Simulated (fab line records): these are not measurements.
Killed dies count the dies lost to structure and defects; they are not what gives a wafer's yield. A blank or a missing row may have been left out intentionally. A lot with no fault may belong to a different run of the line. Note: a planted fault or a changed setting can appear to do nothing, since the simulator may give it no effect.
Which tool is to blame? + flow gf180mcu + 7 lots with 21 wafers sampled at 2 steps, on a route of 602 steps

== WHAT EACH GAUGE READ, for each wafer ==
GF_HV_LDD_TW_MEAS_23.
| lot  | measured     | on           | HV_LDD_2_TW    |
|------|--------------|--------------|----------------|
| L910 | day 11 04:21 | filmMetro-03 | 1069 1067 1062 |
| L913 | day 12 04:20 | filmMetro-03 | 1063 1070 1066 |
| L917 | day 13 09:33 | filmMetro-03 | 1066 1071 1071 |
| L919 | day 13 23:05 | filmMetro-02 | 1062 1064 1063 |
| L921 | day 14 14:34 | filmMetro-02 | 1064 1070 1071 |
| L924 | day 15 12:28 | filmMetro-03 | 958 954 952    |
| L929 | day 17 01:07 | filmMetro-02 | 1082 1075 1074 |

== EACH LOT AND THE TOOL THAT RAN IT (in order: tool; ch and the chambers of the sampled wafers; start) ==
| lot  | GF_HV_LDD_IMPLANT_21            |
|------|---------------------------------|
| L910 | implanter-02 ch 0, day 11 03:57 |
| L913 | implanter-04 ch 0, day 12 04:06 |
| L917 | implanter-03 ch 0, day 13 09:20 |
| L919 | implanter-04 ch 0, day 13 22:50 |
| L921 | implanter-03 ch 0, day 14 14:21 |
| L924 | implanter-02 ch 0, day 15 12:13 |
| L929 | implanter-03 ch 0, day 17 00:52 |
- GF_HV_LDD_IMPLANT_21

== THE ANSWER, worked out from the rows above alone ==
Rule: usual is defined by the lots themselves. Put in order of their means at a reading, lots are off if they are a third of the lots or fewer, leave a main group of 4 or more, and stand apart from it by a gap of 3 or more times the standard deviation of the main group's means; of several such gaps the widest counts. A main group whose means are all the same, to the digits that the tables above print for the reading, isn't used. Also off: a lot with no number at a reading for which 4 or more lots have one. Any other lot the step has rows for is counted as sound.
Off: L924, at GF_HV_LDD_TW_MEAS_23 (HV_LDD_2_TW). Mean 1068 and standard deviation 4.4 in the main group.
If a tool, at a process step before that reading, ran all the lots that are off and no sound lot after the first of them, it fits. The gauges at GF_HV_LDD_TW_MEAS_23 are tried like those tools. Undecided on this evidence; 2 tools fit (implanter-02 at GF_HV_LDD_IMPLANT_21, filmMetro-03 at GF_HV_LDD_TW_MEAS_23).

== WHAT THE SIMULATOR HAD INSERTED ==
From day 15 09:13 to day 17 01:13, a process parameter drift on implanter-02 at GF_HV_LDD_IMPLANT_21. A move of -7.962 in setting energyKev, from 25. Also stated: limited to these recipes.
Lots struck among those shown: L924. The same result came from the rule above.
